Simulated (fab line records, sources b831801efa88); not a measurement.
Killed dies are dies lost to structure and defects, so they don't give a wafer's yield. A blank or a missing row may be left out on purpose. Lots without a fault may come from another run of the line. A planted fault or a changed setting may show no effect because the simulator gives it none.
fab line records | flow sky130
record lots=6 wafers=18 last_day=49
route steps=708 shown FIELD_ISO@5 NWELL@32 DNWELL@35 PWDE@45 PAD_OPEN@708
lots that met no fault: from a run of the same line without faults
start_h: hours from the record's first day to the start of the lot's first wafer shown | wait_h: hours since the lot's step before | " the same as in the row above | L1.1+2: a row that stands for several wafers | - no value, or no start given | * or withheld: withheld | < > ~ a bound
route shown NAME@n: a module of which the file shows steps, and the number in the route of the first | usual: mean/standard deviation of fault-free wafers | same: alike in all rows | chamber/n: place in a boat | sites: the reading at each site | _std_site: their standard deviation | _edge_site: outer sites' mean less inner sites' | radius_mm: how far each site lies from the wafer's centre | mask NAME#n: copy n | behind: the tool/chamber that last shaped the wafer | hold: why the lot was held/for how many hours/how that ended | device: the transistor (n, p or np) that didn't switch | end of line: the same wafers' tests at the end of the route | a step without rows: its recipe alone | killed: dies lost to structure and defects at the first sort, not the wafer's yield | map: a wafer's dies, x killed, . not, _ none there
set.NAME: the setting as run; set.NAME@STEP: as run at that earlier step | model.NAME: the simulator's own value behind a step, which no gauge read
lots at some steps of the route; a table a step, a row a wafer
services: from which hour (start_h, from the record's first day; less than 0 if before it) a tool's chamber was out of use, for how many hours, and why
## steps
# step SKY_FIELD_ISO_THK_MEAS_04
# recipe reads=Si3N4_of_FIELD_ISO_CVD_03
# usual FIELD_ISO_CVD_03_THK=164.9/1.2
# columns lot.wafer tool chamber start_h wait_h FIELD_ISO_CVD_03_THK[nm]
L151.1 film_metro-01 - 29.61 0.0 162.6
L151.4 " - " " 163.5
L151.5 " - " " 163.4
L153.2 film_metro-03 - 39.80 0.0 165.9
L153.4 " - " " 166.8
L153.6 " - " " 165.7
L155.3 film_metro-04 - 49.91 0.0 163.9
L155.4 " - " " 163.9
L155.6 " - " " 162.3
L161.1 film_metro-04 - 83.54 0.0 164.3
L161.2 " - " " 166.3
L161.4 " - " " 166.0
L162.2 film_metro-04 - 88.76 0.0 163.6
L162.5 " - " " 163.8
L162.6 " - " " 164.7
L165.2 film_metro-04 - 102.67 0.0 165.8
L165.3 " - " " 165.2
L165.4 " - " " 164.1
# step SKY_FIELD_ISO_DEHYDRATE_05
# recipe temp_c=200 time_s=60
# step SKY_FIELD_ISO_HMDS_06
# recipe prime_time_s=60 prime_temp_c=120
# step SKY_FIELD_ISO_COAT_07
# recipe resist=BARC temp_c=withheld time_s=withheld spin_rpm=3000 resist_thk_nm=60
# step SKY_FIELD_ISO_COAT_08
# recipe resist=KrF-thick spin_rpm=3000 resist_thk_nm=450
# step SKY_FIELD_ISO_SOFTBAKE_09
# recipe temp_c=100 time_s=90 resist=KrF-thick
# step SKY_FIELD_ISO_EXPOSE_10
# recipe mask_id=FOM na=0.68 source_shape=annular sigma_inner=0.4 sigma_outer=0.8 target_cd_nm=150 dose_mj=28
# step SKY_FIELD_ISO_PEB_11
# recipe peb_temp_c=withheld peb_time_s=withheld resist=KrF-thick
# step SKY_FIELD_ISO_DEVELOP_12
# recipe develop_time_s=60 resist=KrF-thick dev_temp_c=21
# step SKY_FIELD_ISO_CD_MEAS_13
# recipe target_cd_nm=150
# usual cd_nm=150.2/1.4
# columns lot.wafer tool chamber start_h wait_h cd_nm
L151.1 cd_sem-02 - 44.02 - 148.2
L151.4 " - " " 148.2
L151.5 " - " " 147.2
L153.2 cd_sem-01 - 54.31 - 150.3
L153.4 " - " " 148.8
L153.6 " - " " 152.0
L155.3 cd_sem-01 - 64.57 - 150.5
L155.4 " - " " 149.9
L155.6 " - " " 151.5
L161.1 cd_sem-02 - 100.53 - 149.5
L161.2 " - " " 150.9
L161.4 " - " " 149.2
L162.2 cd_sem-01 - 104.71 - 151.4
L162.5 " - " " 151.5
L162.6 " - " " 149.3
L165.2 cd_sem-01 - 120.15 - 150.2
L165.3 " - " " 149.9
L165.4 " - " " 150.3
# step SKY_FIELD_ISO_ETCH_14
# recipe chemistry=N2/H2 target=BARC ion_energy_ev=200 source_w=500 bias_w=100 pressure_mtorr=30 n2_flow_sccm=100 h2_flow_sccm=200 stop_on=SiO2 time_s=45.9 target_depth_a=600
# usual drypump_motor_current_A=5.7/0.42 n2_flow_sccm=99.96/0.29 oes_product_au=0.854/0.0045 throttle_valve_pct=13.224/0.009
# columns lot.wafer tool chamber start_h wait_h drypump_motor_current_A n2_flow_sccm oes_product_au rf_hours_counter_h throttle_valve_pct
L151.1 rie_diel-02 0 44.14 0.1 5.8 100.22 0.857 49 13.236
L151.4 " 1 " " 6.3 100.32 0.862 123 13.227
L151.5 " 2 " " 6.0 100.44 0.848 - 13.224
L153.2 rie_diel-03 1 54.41 0.1 5.8 99.72 0.852 173 13.226
L153.4 " 0 " " 5.7 100.02 0.855 - 13.221
L153.6 " 1 " " 5.8 100.19 0.845 - 13.210
L155.3 rie_diel-04 1 64.65 0.1 5.5 99.82 0.850 162 13.215
L155.4 " 2 " " 5.6 100.08 0.860 75 13.229
L155.6 " 0 " " 5.6 100.14 0.853 - 13.202
L161.1 rie_diel-04 2 100.65 0.1 5.6 100.13 0.845 76 13.220
L161.2 " 0 " " 5.6 99.97 0.851 57 13.228
L161.4 " 3 " " 6.7 99.39 0.852 - 13.238
L162.2 rie_diel-04 2 104.81 0.1 5.6 99.62 0.858 76 13.243
L162.5 " 0 " " 5.6 99.77 0.853 - 13.228
L162.6 " 1 " " 5.5 100.06 0.862 - 13.223
L165.2 rie_diel-03 0 120.25 0.1 5.7 99.94 0.854 6 13.219
L165.3 " 2 " " 5.1 100.12 0.859 27 13.222
L165.4 " 3 " " 5.1 100.59 0.857 98 13.220
# step SKY_FIELD_ISO_ETCH_15
# recipe chemistry=CHF3/O2 target_depth_nm=180 stop_on=Si source_w=600 bias_w=200 pressure_mtorr=40 chf3_flow_sccm=50 O2_flow_sccm=5 time_s=72
# usual drypump_motor_current_A=5.7/0.41 oes_product_au=0.945/0.0064 throttle_valve_pct=8.844/0.0097
# columns lot.wafer tool chamber start_h wait_h drypump_motor_current_A oes_product_au rf_hours_counter_h throttle_valve_pct
L151.1 rie_diel-02 0 44.18 0.0 5.8 0.934 49 8.833
L151.4 " 1 " " 6.3 0.948 123 8.832
L151.5 " 2 " " 6.0 0.932 - 8.850
L153.2 rie_diel-03 1 54.46 0.0 5.8 0.950 173 8.839
L153.4 " 0 " " 5.7 0.951 - 8.841
L153.6 " 1 " " 5.8 0.943 - 8.862
L155.3 rie_diel-04 1 64.69 0.0 5.5 0.938 162 8.843
L155.4 " 2 " " 5.6 0.947 75 8.845
L155.6 " 0 " " 5.6 0.938 - 8.853
L161.1 rie_diel-04 2 100.69 0.0 5.6 0.939 76 8.860
L161.2 " 0 " " 5.6 0.954 57 8.837
L161.4 " 3 " " 6.6 0.950 - 8.857
L162.2 rie_diel-04 2 104.85 0.0 5.6 0.938 76 8.843
L162.5 " 0 " " 5.6 0.934 - 8.854
L162.6 " 1 " " 5.6 0.943 - 8.847
L165.2 rie_diel-03 0 120.29 0.0 5.7 0.957 6 8.849
L165.3 " 2 " " 5.1 0.947 27 8.845
L165.4 " 3 " " 5.1 0.937 98 8.855
# step SKY_FIELD_ISO_STRIP_16
# recipe chemistry=O2/N2 power_w=1400 pressure_mtorr=1500 platen_temp_c=withheld o2_flow_sccm=3000 n2_flow_sccm=300 overash_fraction=0.5
# usual drypump_motor_current_A=5.3/0.38 n2_flow_sccm=300.0/0.94 oes_product_au=0.377/0.0055 strip_time_to_endpoint_s=3.53/0.031
# columns lot.wafer tool chamber start_h wait_h drypump_motor_current_A n2_flow_sccm oes_product_au rf_hours_counter_h strip_time_to_endpoint_s
L151.1 plasma_asher-03 1 44.24 0.0 5.3 299.3 0.386 36 3.51
L151.4 " 1 " " 5.2 298.9 0.377 - 3.57
L151.5 " 1 " " 5.3 299.2 0.376 - 3.53
L153.2 plasma_asher-01 1 54.51 0.0 4.7 300.8 0.369 38 3.48
L153.4 " 0 " " 5.9 298.8 0.378 - 3.55
L153.6 " 0 " " 5.9 298.7 0.365 - 3.46
L155.3 plasma_asher-03 1 64.78 0.1 5.3 297.9 0.379 - 3.52
L155.4 " 0 " " 5.2 300.5 0.368 - 3.58
L155.6 " 0 " " 5.2 300.7 0.378 - 3.56
L161.1 plasma_asher-01 0 100.75 0.0 5.9 301.2 0.374 43 3.52
L161.2 " 1 " " 4.7 301.0 0.374 43 3.50
L161.4 " 0 " " 5.8 303.2 0.378 - 3.50
L162.2 plasma_asher-01 1 104.91 0.0 4.7 299.7 0.383 43 3.54
L162.5 " 1 " " 4.8 299.9 0.386 - 3.53
L162.6 " 0 " " 5.8 301.4 0.376 - 3.49
L165.2 plasma_asher-03 0 120.35 0.0 5.2 300.3 0.374 43 3.55
L165.3 " 0 " " 5.2 300.2 0.374 - 3.48
L165.4 " 1 " " 5.2 299.6 0.379 - 3.54
# step SKY_FIELD_ISO_ETCH_17
# recipe target_depth_a=3420 mask_material=Si3N4 chemistry=HBr/Cl2/O2 target=Si taper_deg=5 icp_w=600 bias_w=150 pressure_mtorr=15 HBr_flow_sccm=150 Cl2_flow_sccm=40 O2_flow_sccm=6 time_s=97.7
# usual drypump_motor_current_A=5.82/0.21 oes_product_au=0.999/0.0084 throttle_valve_pct=25.656/0.0096
# columns lot.wafer tool chamber start_h wait_h drypump_motor_current_A oes_product_au rf_hours_counter_h throttle_valve_pct
L151.1 rie_si-02 0 44.34 0.1 5.98 0.999 42 25.652
L151.4 " 2 " " 5.41 1.004 0 25.669
L151.5 " 0 " " 6.00 0.996 - 25.648
L153.2 rie_si-02 2 54.61 0.1 5.42 1.008 1 25.649
L153.4 " 0 " " 6.03 1.000 42 25.647
L153.6 " 0 " " 6.00 0.999 - 25.665
L155.3 rie_si-02 0 64.85 0.0 5.99 1.000 42 25.656
L155.4 " 2 " " 5.32 1.005 - 25.659
L155.6 " 0 " " 6.01 1.001 - 25.649
L161.1 rie_si-02 0 100.85 0.1 5.98 0.997 42 25.647
L161.2 " 1 " " 5.65 0.998 57 25.650
L161.4 " 3 " " 5.90 1.004 131 25.645
L162.2 rie_si-01 3 105.01 0.1 5.87 0.981 43 25.667
L162.5 " 0 " " 5.95 0.994 - 25.669
L162.6 " 3 " " 5.84 0.984 - 25.661
L165.2 rie_si-02 3 120.45 0.1 5.91 0.999 131 25.650
L165.3 " 0 " " 5.98 0.997 42 25.650
L165.4 " 2 " " 5.39 1.014 1 25.642
# step SKY_FIELD_ISO_WET_ETCH_18
# recipe chemistry=H3PO4 target_depth_nm=25 temp_c=160 target=Si3N4 time_s=286
# step SKY_FIELD_ISO_CLEAN_19
# recipe chemistry=SC1/SC2 mix=1:4:20 temp_c=70 time_s=150
# step SKY_FIELD_ISO_CLEAN_20
# recipe chemistry=dHF time_s=20 dilution=100:1
# step SKY_FIELD_ISO_WET_ETCH_21
# recipe chemistry=dHF dilution=100:1 target_depth_nm=20 dry=ipa_marangoni target=SiO2 temp_c=25 time_s=400
# step SKY_FIELD_ISO_OXIDATION_22
# recipe temp_c=950 ambient=O2 stabilise_s=600 purge_s=300 target_thk_a=100 ox_time_s=623
# step SKY_FIELD_ISO_THK_MEAS_23
# recipe reads=SiO2_of_FIELD_ISO_OXIDATION_22
# usual FIELD_ISO_OXIDATION_01_THK=9.96/0.19
# columns lot.wafer tool chamber start_h wait_h FIELD_ISO_OXIDATION_01_THK[nm]
L151.1 film_metro-03 - 46.18 0.0 10.09
L151.4 " - " " 10.02
L151.5 " - " " 10.03
L153.2 film_metro-04 - 57.23 0.0 10.20
L153.4 " - " " 10.03
L153.6 " - " " 10.26
L155.3 film_metro-01 - 68.66 0.0 10.01
L155.4 " - " " 9.78
L155.6 " - " " 9.75
L161.1 film_metro-04 - 104.15 0.0 9.88
L161.2 " - " " 9.90
L161.4 " - " " 10.02
L162.2 film_metro-03 - 108.81 0.0 9.98
L162.5 " - " " 9.92
L162.6 " - " " 10.09
L165.2 film_metro-01 - 121.98 0.0 9.81
L165.3 " - " " 9.97
L165.4 " - " " 9.87
# step SKY_FIELD_ISO_CVD_24
# recipe material=SiO2 target_thk_nm=595 temp_c=650 sigma_open_frac=0.3 time_s=99.2 sih4_flow_sccm=60 pressure_mtorr=6
# step SKY_FIELD_ISO_THK_MEAS_25
# recipe reads=SiO2_of_FIELD_ISO_CVD_24
# usual FIELD_ISO_CVD_24_THK=596/6.2
# columns lot.wafer tool chamber start_h wait_h FIELD_ISO_CVD_24_THK[nm]
L151.1 film_metro-03 - 46.31 0.0 587
L151.4 " - " " 599
L151.5 " - " " 595
L153.2 film_metro-03 - 57.36 0.0 587
L153.4 " - " " 590
L153.6 " - " " 592
L155.3 film_metro-04 - 68.79 0.1 592
L155.4 " - " " 593
L155.6 " - " " 595
L161.1 film_metro-03 - 104.28 0.0 589
L161.2 " - " " 595
L161.4 " - " " 591
L162.2 film_metro-03 - 108.94 0.0 595
L162.5 " - " " 592
L162.6 " - " " 587
L165.2 film_metro-03 - 122.11 0.0 595
L165.3 " - " " 611
L165.4 " - " " 597
# step SKY_FIELD_ISO_ANNEAL_26
# recipe temp_c=1000 time_s=1800 ambient=N2
# step SKY_FIELD_ISO_CMP_27
# recipe stop_on=Si3N4 t_overpolish_s=16 down_force_psi=4 platen_rpm=60 target_thk_nm=457.8 pad_velocity_m_s=0.94248
# usual motor_current_A=12.5/1.3 overpolish_run_s=16.001/0.0086 time_to_endpoint_s=112/4.2
# columns lot.wafer tool chamber start_h wait_h motor_current_A overpolish_run_s time_to_endpoint_s
L151.1 cmp-01 0 49.09 0.0 12.6 16.002 109
L151.4 " 2 " " 14.2 16.001 111
L151.5 " 1 " " 12.1 15.996 107
L153.2 cmp-01 3 60.05 0.1 11.3 16.014 117
L153.4 " 1 " " 11.9 15.997 109
L153.6 " 3 " " 11.2 16.011 121
L155.3 cmp-01 0 71.69 0.1 12.2 16.002 114
L155.4 " 2 " " 13.8 16.007 116
L155.6 " 3 " " 11.2 16.001 116
L161.4 cmp-01 0 106.99 0.0 12.1 16.011 113
L161.1 " 1 " " 12.2 15.999 107
L161.2 " 3 " " 11.4 15.994 116
L162.2 cmp-01 0 111.47 0.1 12.2 16.017 110
L162.5 " 3 " " 11.2 15.992 115
L162.6 " 0 " " 11.9 15.988 110
L165.4 cmp-01 1 123.66 0.0 12.4 16.004 107
L165.3 " 2 " " 13.4 16.001 122
L165.2 " 0 " " 12.1 16.008 110
# step SKY_FIELD_ISO_WET_ETCH_28
# recipe chemistry=dHF target_depth_nm=23.7 target=SiO2 dilution=10:1 temp_c=25 time_s=47
# step SKY_FIELD_ISO_WET_ETCH_29
# recipe chemistry=H3PO4 target_depth_nm=160 target=Si3N4 temp_c=160 time_s=1825
# step SKY_FIELD_ISO_WET_ETCH_30
# recipe chemistry=dHF target_depth_nm=25 target=SiO2 dilution=10:1 temp_c=25 time_s=50
# step SKY_NWELL_CLEAN_00
# recipe chemistry=SC1/SC2 mix=1:4:20 temp_c=70 time_s=150 dry=n2_spin
# step SKY_NWELL_OXIDATION_01
# recipe temp_c=900 ambient=O2 stabilise_s=600 purge_s=300 target_thk_a=100 ox_time_s=1418
# step SKY_NWELL_THK_MEAS_02
# recipe reads=SiO2_of_NWELL_OXIDATION_01
# usual NWELL_OXIDATION_THK=10.02/0.18
# columns lot.wafer tool chamber start_h wait_h NWELL_OXIDATION_THK[nm]
L151.1 film_metro-04 - 51.65 0.0 9.98
L151.4 " - " " 9.71
L151.5 " - " " 9.76
L153.2 film_metro-04 - 63.04 0.0 9.91
L153.4 " - " " 9.86
L153.6 " - " " 9.99
L155.3 film_metro-04 - 76.98 0.0 9.88
L155.4 " - " " 10.08
L155.6 " - " " 9.98
L161.1 film_metro-02 - 109.92 0.0 10.07
L161.2 " - " " 10.11
L161.4 " - " " 10.14
L162.2 film_metro-01 - 113.73 0.0 10.10
L162.5 " - " " 9.99
L162.6 " - " " 10.02
L165.2 film_metro-04 - 126.54 0.0 9.96
L165.3 " - " " 10.12
L165.4 " - " " 10.09
# step SKY_DNWELL_DEHYDRATE_00
# recipe temp_c=200 time_s=60
# step SKY_DNWELL_HMDS_01
# recipe prime_time_s=60 prime_temp_c=120
# step SKY_DNWELL_COAT_02
# recipe spin_rpm=2000 resist_thk_nm=3000
# step SKY_DNWELL_SOFTBAKE_03
# recipe temp_c=110 time_s=withheld
# step SKY_DNWELL_EXPOSE_04
# recipe mask_id=DNM na=0.57 target_cd_nm=3000 dose_mj=222
# step SKY_DNWELL_PEB_05
# recipe temp_c=115 time_s=withheld
# step SKY_DNWELL_DEVELOP_06
# recipe wall_angle_deg=90 developer=TMAH develop_time_s=60 dev_temp_c=23
# step SKY_DNWELL_IMPLANT_07
# recipe species=P energy_kev=withheld dose_cm2=withheld tilt_deg=withheld
# step SKY_DNWELL_STRIP_08
# recipe chemistry=O2/N2 power_w=1400 pressure_mtorr=1500 platen_temp_c=withheld o2_flow_sccm=3000 n2_flow_sccm=300 overash_fraction=0.5
# usual drypump_motor_current_A=5.5/0.52 n2_flow_sccm=300.0/0.9 oes_product_au=0.723/0.0042 strip_time_to_endpoint_s=36.90/0.081
# columns lot.wafer tool chamber start_h wait_h drypump_motor_current_A n2_flow_sccm oes_product_au rf_hours_counter_h strip_time_to_endpoint_s
L151.1 plasma_asher-02 0 67.89 0.1 6.1 300.5 0.731 25 36.88
L151.4 " 1 " " 5.8 299.6 0.727 - 36.80
L151.5 " 0 " " 6.1 299.6 0.722 - 36.96
L153.2 plasma_asher-01 1 78.80 0.1 4.7 299.7 0.724 41 36.79
L153.4 " 1 " " 4.7 301.1 0.727 - 36.92
L153.6 " 0 " " 5.9 300.3 0.722 - 36.95
L155.3 plasma_asher-02 0 93.45 0.1 6.1 299.1 0.722 - 36.90
L155.4 " 1 " " 5.8 299.9 0.726 - 36.80
L155.6 " 1 " " 5.8 300.7 0.724 - 36.82
L161.1 plasma_asher-01 0 128.42 0.1 5.8 300.0 0.722 46 36.72
L161.2 " 1 " " 4.7 299.7 0.723 46 36.79
L161.4 " 1 " " 4.7 298.7 0.727 - 36.70
L162.2 plasma_asher-01 0 132.55 0.1 5.8 298.7 0.724 46 37.00
L162.5 " 0 " " 5.8 299.8 0.723 - 36.80
L162.6 " 1 " " 4.7 299.0 0.714 - 36.84
L165.2 plasma_asher-01 1 145.20 0.1 4.8 301.1 0.730 47 36.86
L165.3 " 1 " " 4.8 300.5 0.720 - 36.77
L165.4 " 0 " " 5.8 299.6 0.720 - 36.78
# step SKY_DNWELL_TW_MEAS_09
# usual DNWELL_TW=1116/12
# columns lot.wafer tool chamber start_h wait_h DNWELL_TW
L151.1 film_metro-02 - 67.99 0.1 1136
L151.4 " - " " 1140
L151.5 " - " " 1136
L153.2 film_metro-01 - 78.91 0.1 1091
L153.4 " - " " 1094
L153.6 " - " " 1091
L155.3 film_metro-01 - 93.54 0.1 1094
L155.4 " - " " 1103
L155.6 " - " " 1102
L161.1 film_metro-02 - 128.52 0.1 1113
L161.2 " - " " 1120
L161.4 " - " " 1120
L162.2 film_metro-01 - 132.66 0.1 1110
L162.5 " - " " 1111
L162.6 " - " " 1106
L165.2 film_metro-01 - 145.31 0.1 1094
L165.3 " - " " 1095
L165.4 " - " " 1101
# step SKY_PWDE_DEHYDRATE_00
# recipe temp_c=200 time_s=60
# step SKY_PWDE_HMDS_01
# recipe prime_time_s=60 prime_temp_c=120
# step SKY_PAD_OPEN_PROBE_99
# usual killed_at_M0_to_M3=43/7.2 killed_at_M4_up=3.1/1.8 killed_at_contacts=24/5.4 killed_at_front_end=15/4.4 killed_at_other=0.4/0.56 killed_dies=86/9.3 killed_open=47/6.9 killed_short=39/6.6
# same gross_dies=492 killed_at_back_side=0
# columns lot.wafer tool chamber start_h wait_h killed_at_M0_to_M3 killed_at_M4_up killed_at_contacts killed_at_front_end killed_at_other killed_dies killed_open killed_short
L161.1 prober-02 - 1158.55 0.1 31 4 26 54 2 117 45 29
L161.4 prober-02 - 1158.70 0.2 39 1 32 59 0 131 50 37
L162.6 prober-01 - 1162.17 0.2 48 4 19 61 0 132 40 45
L165.2 prober-02 - 1179.70 0.1 46 1 29 14 1 91 47 43
L165.3 prober-02 - 1179.75 0.2 37 5 19 15 0 76 43 33
L165.4 prober-02 - 1179.80 0.2 48 6 19 16 0 89 49 40
# killed by level:class
L161.1 FIELD_ISO:unspecified=42 VIA2:geometric_particle:open=11 CONTACT:geometric_particle:open=8 VIA1:geometric_particle:open=7 CONTACT:geometric_particle:short=6 LI_CONTACT:geometric_particle:open=5 FIELD_ISO:geometric_particle:short=4 POLY_GATE:geometric_particle:open=4
L161.4 FIELD_ISO:unspecified=44 LI_CONTACT:geometric_particle:open=9 CONTACT:geometric_particle:open=8 VIA1:geometric_particle:open=8 VIA2:geometric_particle:open=8 CONTACT:geometric_particle:short=6 METAL1:geometric_particle:short=6 VIA2:geometric_particle:short=6
L162.6 FIELD_ISO:unspecified=45 VIA1:geometric_particle:open=14 VIA2:geometric_particle:open=9 CONTACT:geometric_particle:short=8 CONTACT:geometric_particle:open=8 VIA3:geometric_particle:short=5 POLY_GATE:geometric_particle:short=4 VIA1:geometric_particle:short=4
L165.2 LI_CONTACT:geometric_particle:open=9 CONTACT:geometric_particle:open=9 METAL1:geometric_particle:short=8 VIA1:geometric_particle:open=8 VIA2:geometric_particle:open=7 CONTACT:geometric_particle:short=7 FIELD_ISO:geometric_particle:short=5 METAL2:geometric_particle:short=5
L165.3 CONTACT:geometric_particle:open=9 METAL2:geometric_particle:short=8 VIA1:geometric_particle:open=6 VIA2:geometric_particle:open=6 LI_CONTACT:geometric_particle:open=5 POLY_GATE:geometric_particle:short=4 FIELD_ISO:geometric_particle:open=4 VIA1:geometric_particle:short=3
L165.4 VIA1:geometric_particle:open=10 CONTACT:geometric_particle:open=10 VIA2:geometric_particle:open=9 VIA1:geometric_particle:short=7 METAL2:geometric_particle:short=7 VIA2:geometric_particle:short=6 METAL1:geometric_particle:short=6 FIELD_ISO:geometric_particle:short=5
# map L161.4 (x killed, . not)
__________.........._________
________.............x_______
______...xx....x...x...._____
_____......x.x...........____
____...x..xx...x...x......___
___......x....x..........x.__
__..........x.......xx..x..x_
_x..x.x....x....x........xx.x
_..........xx..x.x....x..x...
_xxxx..xx.xx....x..........x.
_xxxxxxx...x.x............x..
_xxxxxxxx..........xx.....x..
_xxxxxxxxx....x..xxx....x....
_xxxxxxx.xx.....x...xx.x.....
_xxxxxx.x..........x.........
__xxxx.xx...x...x.x....x...._
___xx.....x.......x........__
____x.....x............xx.___
_____..x........x.x......____
______...x.........xx..x_____
________...x.......xx._______
__________....xx...x_________
# map L162.6 (x killed, . not)
__________.x........_________
________x...x..x..x.x._______
______................x._____
_____...........x..x...x.____
____....x.x.x..x....xx....___
___.....xx..............x..__
__....xx.........x.........._
_.............x....x........x
_x.x...x.xx..x.......x..x..x.
_.xxx.x.x........x...........
_.xxxxx.......x..x....x...x..
_xxxxxxx.x.x..x.....xxxx.x...
_xxxxxxx.......x.......x..x..
_xxxxxxxx.x.....x.x..x..x....
_xxxxxxx..x.x..x..x...x...x.x
__xxxx.x.x..xx.............._
___x.x.x....x..x.x...x....x__
____..x....x........x.....___
_____.......x.x...x...x..____
______x..x....x...xx..x._____
________......x......._______
__________..x......._________
## services
# columns tool chamber start_h hours kind
cmp-01 - 29.56 1.6 repair
rie_diel-04 - 46.29 1.1 repair
rie_diel-03 3 48.74 16.0 repair
rie_si-02 3 63.60 2.3 repair
rie_diel-03 1 64.75 - clean
rie_diel-03 1 64.75 20.0 scheduled_down
rie_diel-03 1 64.75 20.0 vent_cycle
rie_diel-04 1 65.09 2.9 repair
rie_si-02 - 66.41 0.2 repair
cmp-01 - 75.98 5.7 pm
cmp-01 - 84.40 2.3 repair
cmp-01 - 90.25 2.8 repair
rie_diel-04 1 90.50 11.9 repair
rie_si-01 - 92.41 0.5 repair
cmp-01 - 103.94 1.8 repair
rie_diel-04 1 110.36 - clean
rie_diel-04 1 110.36 21.7 scheduled_down
rie_diel-04 1 110.36 21.7 vent_cycle
rie_diel-04 3 132.03 - clean
rie_diel-04 3 132.03 22.7 scheduled_down
rie_diel-04 3 132.03 22.7 vent_cycle
rie_si-02 0 133.56 10.0 repair
plasma_asher-03 - 133.71 0.7 repair
rie_diel-04 - 143.74 1.0 repair
## key
first_sign step=SKY_PAD_OPEN_PROBE_99 reading=killed_at_front_end direction=up sigmas=9.8 usual=15 struck=58
effect step=SKY_PAD_OPEN_PROBE_99 reading=killed_dies direction=up sigmas=4.4 usual=86 struck=127
met_at SKY_FIELD_ISO_STRIP_16
struck_wafers L161.1,L161.4,L162.6
tester_left_out L161,L162
onset_between 54.51 100.75
fault kind=chamber_particle_source tool=plasma_asher-01 chamber=0 onset_h=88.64 steps=SKY_FIELD_ISO_STRIP_16 rate_per_visit_cm2=0.71444 end_h=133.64
# tester_left_out: of these lots the tester's yield and bins aren't shown, on N5 and GAA mostly nor the transistor test; their killed dies are dies lost to structure and defects alone, not to doping, threshold or leakage, so they don't give the yield
